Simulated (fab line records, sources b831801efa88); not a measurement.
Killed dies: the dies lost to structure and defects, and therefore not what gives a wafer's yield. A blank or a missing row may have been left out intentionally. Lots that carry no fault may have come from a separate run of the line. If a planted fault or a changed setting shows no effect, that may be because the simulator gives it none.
Which of the tools did it? -- flow sky130 -- Sampling: 12 lots, 36 wafers, 5 of 708 route steps

WHAT THE GAUGES SHOWED, per wafer
SKY_NWELL_RS_MEAS_31: uses a four-point probe to measure.
lot,measured,on,PWDE_RS (ohm/sq)
L521,day 5 05:28,film-metro-03,5280 5269 5287
L523,day 5 17:01,film-metro-04,5251 5261 5249
L526,day 7 06:28,film-metro-04,5274 5263 5243
L527,day 7 11:33,film-metro-03,5254 5284 5253
L528,day 7 18:36,film-metro-02,5269 5274 5261
L529,day 7 20:18,film-metro-04,5225 5223 5248
L531,day 7 22:49,film-metro-04,5285 5286 5292
L533,day 8 12:09,film-metro-03,5262 5260 5264
L537,day 9 07:42,film-metro-03,5323 5327 5318
L541,day 10 14:04,film-metro-04,5272 5248 5256
L543,day 10 22:48,film-metro-02,5277 5233 5262
L544,day 11 03:13,film-metro-04,5275 5280 5278

SKY_VT_ADJUST_HVTP_OVL_MEAS_08.
lot,measured,on,VT_ADJUST_HVTP_OVL (nm)
L521,day 5 22:47,overlay-01,-2.9 -1.2 -2.0
L523,day 6 11:03,overlay-02,-0.2 -3.5 -0.9
L526,day 8 01:10,overlay-01,-1.1 -0.6 -0.8
L527,day 8 06:53,overlay-02,-1.7 -0.8 -2.6
L528,day 8 15:04,overlay-02,0.6 -0.7 1.2
L529,day 8 17:40,overlay-01,-2.3 -1.6 -1.0
L531,day 8 20:08,overlay-01,0.9 2.6 1.0
L533,day 9 09:40,overlay-02,2.0 1.0 1.5
L537,day 10 06:44,overlay-01,-1.5 -0.9 -1.7
L541,day 11 12:31,overlay-02,-2.5 -1.3 -2.5
L543,day 11 21:51,overlay-02,-0.6 0.5 -1.2
L544,day 12 03:22,overlay-02,0.0 0.6 1.5

SKY_VT_ADJUST_LVTN_TW_MEAS_10.
lot,measured,on,VT_ADJUST_LVTN_TW
L521,day 6 17:45,film-metro-02,241.6 241.8 242.8
L523,day 7 06:22,film-metro-03,241.5 241.7 242.6
L526,day 8 22:25,film-metro-02,244.2 242.7 244.9
L527,day 9 04:40,film-metro-03,240.8 240.4 241.4
L528,day 9 11:59,film-metro-03,241.8 242.6 241.8
L529,day 9 15:57,film-metro-02,245.2 244.2 242.1
L531,day 9 18:47,film-metro-03,241.3 240.9 240.6
L533,day 10 07:56,film-metro-02,130.7 130.0 130.7
L537,day 11 05:58,film-metro-02,131.6 131.5 130.2
L541,day 12 12:51,film-metro-03,238.9 240.1 239.4
L543,day 12 22:23,film-metro-02,242.8 244.6 244.1
L544,day 13 03:43,film-metro-01,244.1 243.1 243.4

TOOL THAT RAN EACH LOT (tool first, then ch and the chambers of the sampled wafers, then the start)
lot,SKY_FIELD_ISO_CMP_27,SKY_VT_ADJUST_LVTN_IMPLANT_08
L521,"cmp-01 ch 0,1,3, day 2 11:11","implanter-04 ch 0, day 6 17:30"
L523,"cmp-02 ch 1,2,3, day 2 18:36","implanter-01 ch 0, day 7 06:07"
L526,"cmp-01 ch 0,3, day 3 21:20","implanter-04 ch 0, day 8 22:11"
L527,"cmp-02 ch 2,3, day 4 04:38","implanter-02 ch 0, day 9 04:25"
L528,"cmp-02 ch 0,1,3, day 4 08:58","implanter-02 ch 0, day 9 11:44"
L529,"cmp-02 ch 1,2, day 4 13:08","implanter-04 ch 0, day 9 15:44"
L531,"cmp-02 ch 2,3, day 4 17:34","implanter-04 ch 0, day 9 18:34"
L533,"cmp-02 ch 0,1, day 5 04:39","implanter-04 ch 0, day 10 07:41"
L537,"cmp-01 ch 1,2,3, day 5 22:02","implanter-04 ch 0, day 11 05:43"
L541,"cmp-02 ch 0,1,3, day 6 21:17","implanter-02 ch 0, day 12 12:36"
L543,"cmp-01 ch 0,1,3, day 7 07:04","implanter-02 ch 0, day 12 22:08"
L544,"cmp-01 ch 0,2,3, day 7 09:50","implanter-02 ch 0, day 13 03:28"
- SKY_FIELD_ISO_CMP_27: polishes, stops on Si3N4, t overpolish 16 s, target thk 457.8 nm.
- SKY_VT_ADJUST_LVTN_IMPLANT_08

WHAT THE TOOLS THEMSELVES READ (means of the sampled wafers that have a number; where no wafer has one, the mark that the record gives instead)
SKY_FIELD_ISO_CMP_27.
lot,tool,motor-current-A (A),overpolish-run-s (s),slurry-filter-dp-kPa (kPa),time-to-endpoint-s (s)
L521,cmp-01,11.5,16.006,13.40,110
L523,cmp-02,11.7,15.997,13.45,113
L526,cmp-01,12.6,15.995,13.42,109
L527,cmp-02,11.7,15.995,13.54,106
L528,cmp-02,11.0,16.000,13.49,105
L529,cmp-02,11.7,16.001,13.58,104
L531,cmp-02,11.5,15.996,13.48,106
L533,cmp-02,11.1,15.989,13.52,111
L537,cmp-01,10.7,16.000,13.59,113
L541,cmp-02,11.2,16.002,13.39,107
L543,cmp-01,12.0,16.001,13.37,116
L544,cmp-01,11.2,15.991,13.39,113

SKY_VT_ADJUST_LVTN_IMPLANT_08.
lot,tool,dose-ions-cm2,faraday-current-uA
L521,implanter-04,1.5702e+12,8.89
L523,implanter-01,1.5706e+12,8.75
L526,implanter-04,1.5711e+12,8.98
L527,implanter-02,1.5691e+12,9.06
L528,implanter-02,1.5663e+12,8.81
L529,implanter-04,1.5704e+12,8.87
L531,implanter-04,1.5679e+12,8.78
L533,implanter-04,1.5673e+11,0.89
L537,implanter-04,1.5833e+11,0.89
L541,implanter-02,1.5681e+12,8.79
L543,implanter-02,1.5696e+12,8.73
L544,implanter-02,1.5716e+12,8.83

THE ANSWER, worked out from the rows above alone
Rule: usual is defined by the lots themselves. Put in order of their means at a reading, lots are off if they are a third of the lots or fewer, leave a main group of 4 or more, and stand apart from it by a gap of 3 or more times the standard deviation of the main group's means; of several such gaps the widest counts. The tables above print the reading to a certain number of digits; a main group whose means all agree to those digits is not used. A lot without any number at a reading at which 4 lots or more have one is off too. All remaining lots with rows at the step are treated as sound. After the gauges, taken in route order, come the tools' own readings; for these a lot's mean is taken, as printed above. At the first step where some lot is off, the reading lying furthest off is the one used; lots without a number count as furthest.
Off: L533, L537, at SKY_VT_ADJUST_LVTN_TW_MEAS_10 (VT_ADJUST_LVTN_TW). Mean 242.2 and standard deviation 1.5 in the main group.
A tool fits if, at a process step before that reading, it ran every lot that is off, and no sound lot after the first of them. Not tried: the gauges at SKY_VT_ADJUST_LVTN_TW_MEAS_10; whatever is off there is also off at SKY_VT_ADJUST_LVTN_IMPLANT_08, on other tools, and gauge error can't account for it. One fits: implanter-04 at SKY_VT_ADJUST_LVTN_IMPLANT_08. Its last sound lot is L531 (day 9 18:34), its first lot that is off L533 (day 10 07:41): a fault that began between those two fits.
The tool's own readings at SKY_VT_ADJUST_LVTN_IMPLANT_08 bear it out: on the lots that are off they differ by more than 5 times the standard deviation of the sound lots' means. dose-ions-cm2 reads 1.5753e+11 there against 1.5695e+12 on the sound lots; faraday-current-uA reads 0.89 there against 8.85 on the sound lots.

WHAT HAD BEEN PUT IN BY THE SIMULATOR
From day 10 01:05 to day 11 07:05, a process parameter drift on implanter-04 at SKY_VT_ADJUST_LVTN_IMPLANT_08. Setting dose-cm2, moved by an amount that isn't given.
Lots struck among those shown: L533, L537. This agrees with what the rule above found.
